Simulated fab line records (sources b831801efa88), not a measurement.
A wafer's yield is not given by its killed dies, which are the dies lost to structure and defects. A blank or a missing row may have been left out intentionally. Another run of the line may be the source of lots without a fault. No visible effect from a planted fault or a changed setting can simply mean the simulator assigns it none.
The same fault as seen by 2 desks	flow gf180mcu	only its own numbers are on each desk; what lay behind them is given at the end

DESK OF THE TOOL OWNER: pvdSputter-04
At GF_M4_SPUTTER_04 (material TiN, target thk 50 nm, time 41.7 s) the tool's own readings: per lot run on this tool, the mean of the sampled wafers that have a number. A lot is out of limits, marked OUT, if its mean lies more than 4 standard deviations from the usual mean; the brackets give that distance.
Columns: A = throttleValvePct at GF_M4_SPUTTER_04, usual 30.1 %
lot	first seen here	A
L183	day 22 17:39	30.0
L184	day 23 02:38	29.8
L186	day 23 20:19	29.7
L189	day 24 19:37	30.1
L192	day 25 21:53	30.1
L193	day 26 06:55	30.6
Finding of this desk: none of the 6 lots has anything out of limits.

METROLOGY DESK
What the gauges read, lot by lot, whatever tool the lot ran on: means of the sampled wafers that have a number. A lot is out of limits, marked OUT, if its mean lies more than 4 standard deviations from the usual mean; the brackets give that distance.
Columns: A = cdNm at GF_M3_CD_MEAS_14, usual 279.6 nm; B = M4_ALCU_THK at GF_M4_THK_MEAS_06, usual 451 nm; C = cdNm at GF_M4_CD_MEAS_14, usual 279.9 nm
lot	first seen here	A	B	C
L182	day 21 13:08	279.7	450	279.8
L183	day 21 15:10	280.5	455	282.1
L184	day 21 23:53	278.5	453	280.9
L186	day 22 18:37	279.5	456	279.8
L189	day 23 18:37	280.9	455	279.4
L192	day 24 20:53	279.4	431 (-4.3) OUT	279.8
L193	day 25 06:47	280.9	431 (-4.3) OUT	280.0
L195	day 25 18:13	280.3	456	279.7
L198	day 26 14:59	279.2	447	280.5
L199	day 26 22:59	279.9	451	279.0
L200	day 27 09:20	280.5	455	278.7
L201	day 27 17:11	278.3	452	278.6
L205	day 29 02:32	281.1	451	278.8
This desk's finding: out of limits on L192, L193; first on L192, day 25 22:04 (M4_ALCU_THK at GF_M4_THK_MEAS_06). In limits: L182, L183, L184, L186, L189, L195, L198, L199, L200, L201, L205.

TAKEN TOGETHER
At day 25 22:04 the metrology desk could have sounded an alarm, on L192, L193.
The desk of the tool owner found nothing out of limits.
Tool owner's desk: L192, L193 on record, inside its limits.
The lots listed all ran GF_M4_SPUTTER_04 on pvdSputter-04.

WHAT THE SIMULATOR HAD INSERTED
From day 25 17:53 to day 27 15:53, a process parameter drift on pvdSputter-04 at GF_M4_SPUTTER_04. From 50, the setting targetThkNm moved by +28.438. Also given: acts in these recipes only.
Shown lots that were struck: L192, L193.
Time in hours between the start of the fault and the first out-of-limits reading at each desk: metrology desk, 4.
